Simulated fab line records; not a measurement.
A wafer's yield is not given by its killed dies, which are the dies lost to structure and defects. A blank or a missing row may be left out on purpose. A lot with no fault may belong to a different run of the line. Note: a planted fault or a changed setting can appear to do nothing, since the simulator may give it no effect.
fab line records	flow sfq_line
record: lots: 13	wafers: 36	last_day: 81
route steps=325 shown M2@99 I2@103 M3@119
lots untouched by any fault: they come from a run of this same line in which no faults occurred
start_h: start of the lot's first displayed wafer, in hours after the record's first day	wait_h: time in hours since the lot's previous step	" as in the row above	L1.1+2: one row covering several wafers at once	- no value, or no start was given	* or withheld: withheld	< > ~ a bound
route shown NAME@n: a module of which the file shows steps, and the number in the route of the first	usual: mean/standard deviation of fault-free wafers	same: alike in all rows	chamber/n: place in a boat	sites: the reading at each site	_std_site: how widely they spread, as a standard deviation	_edge_site: outer sites' mean less inner sites'	radius_mm: for every site, how far away it sits from the centre of the wafer	mask NAME#n: copy n	behind: the most recent tool/chamber to have shaped the wafer	hold: the reason the lot was held/the length of the hold in hours/how it ended	device: which transistor (n, p or np) failed to switch	end of line: the route-end tests of the same wafers	a step given without rows: its recipe and nothing more	killed: the dies lost at the first sort to structure and to defects; this is not the yield of the wafer	map: dies across one wafer; x = killed, . = not, _ = none there
set.NAME: the setting that was run; set.NAME@STEP: the one run at that earlier step	model.NAME: the simulator's own value behind a step, which no gauge read
route steps across a sampled set of lots; one table per step, one row per wafer
services: from which hour (start_h, from the record's first day; less than 0 if before it) a tool's chamber was out of use, for how many hours, and why
== steps ==
step: SFQ_TRILAYER_M2_BARC_OPEN_METAL_ETCH_077
recipe: mask_material: PR	chemistry: O2	target_depth_nm: 125	target: BARC	icp_w: 600	bias_w: 80	pressure_mtorr: 10	time_s: 41.7
usual: drypump_motor_current_A: 5.92/0.3	oes_product_au: 0.684/0.0046
lot.wafer	tool	chamber	start_h	wait_h	drypump_motor_current_A	oes_product_au	rf_hours_counter_h
L737.2	rie_metal-03	1	537.98	0.0	6.35	0.686	-
L737.4	"	1	"	"	6.34	0.681	-
L737.6	"	1	"	"	6.32	0.680	-
L738.3	rie_metal-03	1	541.60	0.1	6.31	0.684	-
L738.4	"	1	"	"	6.26	0.678	-
L738.5	"	1	"	"	6.28	0.690	-
L743.3	rie_metal-01	1	714.28	0.0	5.74	0.681	-
L743.5	"	1	"	"	5.72	0.686	-
L745.1	rie_metal-01	0	721.46	0.0	5.80	0.678	124
L745.2	"	1	"	"	5.70	0.689	161
L747.1	rie_metal-04	1	728.66	0.0	5.71	0.681	115
L747.3	"	0	"	"	6.31	0.678	-
L749.2	rie_metal-01	1	736.90	0.0	5.71	0.684	163
L749.3	"	1	"	"	5.71	0.686	-
L749.6	"	1	"	"	5.71	0.684	-
L750.1	rie_metal-04	1	738.10	0.0	5.69	0.683	116
L750.3	"	1	"	"	5.69	0.684	-
L750.4	"	0	"	"	6.32	0.690	-
L752.3	rie_metal-01	0	744.40	0.0	5.80	0.685	-
L752.4	"	1	"	"	5.74	0.684	-
L752.6	"	1	"	"	5.71	0.687	-
L753.2	rie_metal-04	0	745.58	0.0	6.32	0.682	18
L753.5	"	1	"	"	5.71	0.678	-
L753.6	"	0	"	"	6.34	0.684	-
L755.1	rie_metal-01	0	747.98	0.0	5.79	0.689	129
L755.3	"	1	"	"	5.77	0.692	-
L755.5	"	1	"	"	5.74	0.691	-
L756.2	rie_metal-04	0	749.18	0.0	6.32	0.688	19
L756.3	"	1	"	"	5.68	0.687	-
L756.5	"	0	"	"	6.33	0.690	-
L758.1	rie_metal-04	0	752.78	0.0	6.32	0.688	19
L758.2	"	1	"	"	5.71	0.691	118
L758.3	"	0	"	"	6.34	0.690	-
L759.1	rie_metal-03	1	753.98	0.0	6.30	0.683	97
L759.4	"	0	"	"	5.55	0.682	-
L759.5	"	1	"	"	6.30	0.679	-
step: SFQ_TRILAYER_I2_DEP_PECVD_063
recipe: material: SiO2	temp_c: 150	time_s: 111.11	pressure_torr: 2.4	rf_w: 183.3	precursor: SiH4/N2O	target_thk_nm: 500
usual: heater_power_w: 81/8.8	run_length_s: 139.0/0.6	throttle_valve_pct: 24.7/1.9
lot.wafer	tool	chamber	start_h	wait_h	heater_power_w	run_length_s	throttle_valve_pct
L737.2	pecvd-03	0	539.70	0.0	80	138.5	29.9
L737.4	"	0	"	"	83	139.2	30.2
L737.6	"	1	"	"	77	140.6	24.0
L738.3	pecvd-03	0	543.30	0.0	81	138.3	30.3
L738.4	"	0	"	"	83	138.3	30.6
L738.5	"	1	"	"	81	139.7	23.9
L743.3	pecvd-02	1	715.22	0.0	71	139.4	27.5
L743.5	"	0	"	"	86	125.7	26.4
L745.1	pecvd-02	1	722.42	0.0	75	125.0	27.2
L745.2	"	0	"	"	90	139.6	26.4
L747.1	pecvd-02	2	729.62	0.0	63	124.4	24.7
L747.3	"	2	"	"	65	138.3	25.2
L749.2	pecvd-04	2	737.86	0.0	91	139.5	23.7
L749.3	"	1	"	"	79	138.7	25.0
L749.6	"	1	"	"	79	138.5	25.0
L750.1	pecvd-03	2	739.06	0.0	81	139.4	22.6
L750.3	"	1	"	"	72	139.7	22.4
L750.4	"	1	"	"	75	139.5	22.1
L752.3	pecvd-04	2	745.34	0.0	91	138.5	23.6
L752.4	"	0	"	"	91	138.5	23.4
L752.6	"	2	"	"	77	138.9	23.6
L753.2	pecvd-03	0	746.54	0.0	88	138.5	23.6
L753.5	"	0	"	"	92	138.2	23.5
L753.6	"	1	"	"	71	139.5	22.5
L755.1	pecvd-04	2	748.94	0.0	89	138.4	23.6
L755.3	"	1	"	"	68	138.8	25.2
L755.5	"	0	"	"	89	137.8	23.2
L756.2	pecvd-03	2	750.14	0.0	88	139.3	22.8
L756.3	"	0	"	"	79	138.7	23.5
L756.5	"	2	"	"	91	139.9	22.5
L758.1	pecvd-04	1	753.74	0.0	65	138.4	24.8
L758.2	"	2	"	"	90	139.0	24.0
L758.3	"	0	"	"	89	137.8	23.4
L759.1	pecvd-03	2	754.94	0.0	84	139.5	22.4
L759.4	"	2	"	"	87	140.4	22.6
L759.5	"	0	"	"	75	138.4	23.4
step: SFQ_TRILAYER_I2_CMP_CMP_064
recipe: material: SiO2	down_force_psi: 3	platen_rpm: 60	pad_velocity_m_s: 0.94248
usual: motor_current_A: 10.2/0.85	platen_rpm: 60.00/0.038	time_to_endpoint_s: 216/7
lot.wafer	tool	chamber	start_h	wait_h	motor_current_A	platen_rpm	time_to_endpoint_s
L737.2	cmp-02	2	540.40	0.7	9.3	60.01	214
L737.4	"	1	541.90	2.1	8.7	60.03	222
L737.6	"	3	542.90	3.1	9.6	60.00	216
L738.4	cmp-02	1	543.40	0.0	9.0	59.99	226
L738.3	"	3	544.40	1.1	10.0	60.01	213
L738.5	"	2	545.90	2.5	9.7	60.01	232
L743.3	cmp-01	0	717.49	2.2	10.9	59.99	211
L743.5	"	2	718.49	3.2	9.6	59.93	170
L745.2	cmp-02	0	723.09	0.6	10.1	60.07	212
L745.1	"	1	"	"	8.8	60.00	172
L747.3	cmp-02	1	731.49	1.8	8.6	60.05	234
L747.1	"	3	732.49	2.8	10.5	60.03	164
L749.3	cmp-01	0	739.29	1.4	11.1	60.03	212
L749.2	"	1	"	"	11.2	59.86	206
L749.6	"	1	741.79	3.9	10.9	60.00	209
L750.4	cmp-02	2	740.99	1.9	10.0	59.96	224
L750.3	"	3	"	"	10.0	60.04	216
L750.1	"	0	"	"	11.1	59.95	212
L752.4	cmp-01	0	745.92	0.5	11.5	60.00	217
L752.3	"	1	"	"	11.1	59.99	204
L752.6	"	0	747.92	2.5	11.4	60.03	218
L753.2	cmp-02	0	748.72	2.1	10.4	59.95	211
L753.5	"	1	"	"	9.0	60.00	220
L753.6	"	2	"	"	9.4	59.99	222
L755.1	cmp-02	2	750.22	1.2	9.9	60.02	221
L755.3	"	0	751.22	2.2	10.3	60.04	216
L755.5	"	2	752.22	3.2	9.2	59.96	221
L756.3	cmp-01	2	755.42	5.2	10.3	60.00	207
L756.2	"	3	"	"	10.7	60.00	207
L756.5	"	3	757.92	7.7	10.7	59.97	218
L758.2	cmp-02	2	759.17	5.4	9.5	60.03	212
L758.3	"	0	760.17	6.4	10.9	60.03	209
L758.1	"	1	"	"	8.5	60.00	209
L759.1	cmp-01	0	761.42	6.4	11.1	59.98	212
L759.4	"	1	"	"	11.3	60.08	203
L759.5	"	1	763.92	8.9	11.5	60.02	217
step: SFQ_I2_OVL_MEAS_918
usual: I2_OVL: 1/5.2
lot.wafer	tool	chamber	start_h	wait_h	I2_OVL[nm]
L737.2	overlay-02	-	549.93	0.1	2
L737.4	"	-	"	"	5
L737.6	"	-	"	"	4
L738.3	overlay-01	-	551.13	0.1	-9
L738.4	"	-	"	"	-1
L738.5	"	-	"	"	-4
L743.3	overlay-02	-	727.28	0.1	1
L743.5	"	-	"	"	-4
L745.1	overlay-01	-	732.06	0.1	-4
L745.2	"	-	"	"	2
L747.1	overlay-02	-	893.45	0.1	-2
L747.3	"	-	"	"	1
L749.2	overlay-02	-	903.05	0.1	5
L749.3	"	-	"	"	10
L749.6	"	-	"	"	0
L750.1	overlay-01	-	904.25	0.1	2
L750.3	"	-	"	"	-1
L750.4	"	-	"	"	2
L752.3	overlay-01	-	907.86	0.1	-10
L752.4	"	-	"	"	-6
L752.6	"	-	"	"	-5
L753.2	overlay-01	-	909.05	0.1	4
L753.5	"	-	"	"	-1
L753.6	"	-	"	"	7
L755.1	overlay-01	-	911.45	0.1	4
L755.3	"	-	"	"	2
L755.5	"	-	"	"	0
L756.2	overlay-01	-	913.85	0.1	0
L756.3	"	-	"	"	7
L756.5	"	-	"	"	-2
L758.1	overlay-01	-	917.45	0.1	-1
L758.2	"	-	"	"	-7
L758.3	"	-	"	"	-5
L759.1	overlay-01	-	918.65	0.1	6
L759.4	"	-	"	"	6
L759.5	"	-	"	"	-3
step: SFQ_TRILAYER_M3_DEP_SPUTTER_073
recipe: material: Nb	base_pressure_pa: 1.33e-06	chamber_pressure_pa: 0.1333	substrate_temp_c: 20	resputter_cathode_voltage_v: 400	target_thk_nm: 200	power_w: 2000	time_s: 133.3
usual: substrate_temp_c: 19.99/0.11	throttle_valve_pct: 29.8/1.4
lot.wafer	tool	chamber	start_h	wait_h	substrate_temp_c	throttle_valve_pct
L737.2	pvd_sputter-06	-	550.91	0.0	20.10	28.8
L737.4	"	-	"	"	20.01	29.1
L737.6	"	-	"	"	20.12	28.8
L738.3	pvd_sputter-03	-	552.11	0.0	20.09	28.1
L738.4	"	-	"	"	20.03	32.3
L738.5	"	-	"	"	20.03	28.2
L743.3	pvd_sputter-05	-	728.28	0.0	19.89	30.1
L743.5	"	-	"	"	20.08	29.7
L745.1	pvd_sputter-05	-	733.06	0.0	19.78	32.7
L745.2	"	-	"	"	19.98	28.9
L747.1	pvd_sputter-05	-	894.44	0.0	20.09	28.9
L747.3	"	-	"	"	19.84	32.6
L749.2	pvd_sputter-05	-	904.04	0.0	20.02	29.9
L749.3	"	-	"	"	20.14	32.3
L749.6	"	-	"	"	20.15	29.9
L750.1	pvd_sputter-06	-	905.24	0.0	20.08	28.7
L750.3	"	-	"	"	20.04	28.9
L750.4	"	-	"	"	20.01	28.8
L752.3	pvd_sputter-06	-	908.86	0.0	19.82	29.0
L752.4	"	-	"	"	19.95	28.9
L752.6	"	-	"	"	19.99	28.6
L753.2	pvd_sputter-03	-	910.06	0.0	20.10	28.2
L753.5	"	-	"	"	20.16	32.1
L753.6	"	-	"	"	20.12	28.3
L755.1	pvd_sputter-03	-	912.44	0.0	20.02	28.1
L755.3	"	-	"	"	19.85	28.1
L755.5	"	-	"	"	19.87	30.4
L756.2	pvd_sputter-05	-	914.84	0.0	19.89	29.9
L756.3	"	-	"	"	19.99	29.0
L756.5	"	-	"	"	19.73	30.0
L758.1	pvd_sputter-03	-	918.44	0.0	20.20	28.3
L758.2	"	-	"	"	19.97	28.2
L758.3	"	-	"	"	19.90	32.3
L759.1	pvd_sputter-06	-	919.66	0.0	19.77	29.0
L759.4	"	-	"	"	20.13	29.1
L759.5	"	-	"	"	19.81	28.7
== services ==
tool	chamber	start_h	hours	kind
cmp-02	-	516.66	6.3	pm
cmp-02	-	521.74	0.6	repair
pecvd-03	-	563.75	14.0	pm
cmp-01	-	563.87	4.0	repair
cmp-02	-	568.76	1.3	repair
cmp-02	-	573.41	4.0	pm
rie_metal-04	0	585.07	8.9	repair
cmp-02	-	588.11	6.7	pm
cmp-01	-	596.19	6.6	pm
cmp-02	-	596.20	2.4	repair
rie_metal-04	-	603.92	14.6	pm
cmp-01	-	630.01	4.1	repair
rie_metal-04	-	670.93	1.4	pm
pecvd-03	-	694.15	1.4	repair
cmp-01	-	751.42	4.0	pm
cmp-01	-	765.16	0.5	repair
cmp-02	-	771.13	0.9	repair
rie_metal-04	-	779.35	2.8	pm
cmp-02	-	791.61	1.1	repair
rie_metal-04	1	806.48	1.3	repair
rie_metal-04	0	813.30	3.0	repair
pecvd-03	1	828.18	5.3	repair
cmp-02	-	885.86	6.5	pm
cmp-02	-	916.33	4.0	pm
== key ==
first_sign: step: SFQ_TRILAYER_I2_DEP_PECVD_063	reading: run_length_s	direction: down	sigmas: 23	usual: *	struck: *
effect: step: SFQ_TRILAYER_I2_CMP_CMP_064	reading: time_to_endpoint_s	direction: down	sigmas: 6.7	usual: *	struck: *
met_at SFQ_TRILAYER_I2_DEP_PECVD_063
struck_lots L743,L745,L747
struck_wafers L743.5,L745.1,L747.1
not_acting_at SFQ_TRILAYER_M2_BARC_OPEN_METAL_ETCH_077,SFQ_I2_OVL_MEAS_918,SFQ_TRILAYER_M3_DEP_SPUTTER_073
fault: kind: process_parameter_drift	tool: pecvd-02	chamber: -	onset_h: 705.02	steps: SFQ_TRILAYER_I2_DEP_PECVD_063	channel: time_s	offset: *	shape: step	end_h: 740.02	scope: struck_wafers_only	acts_in: *	stated: *
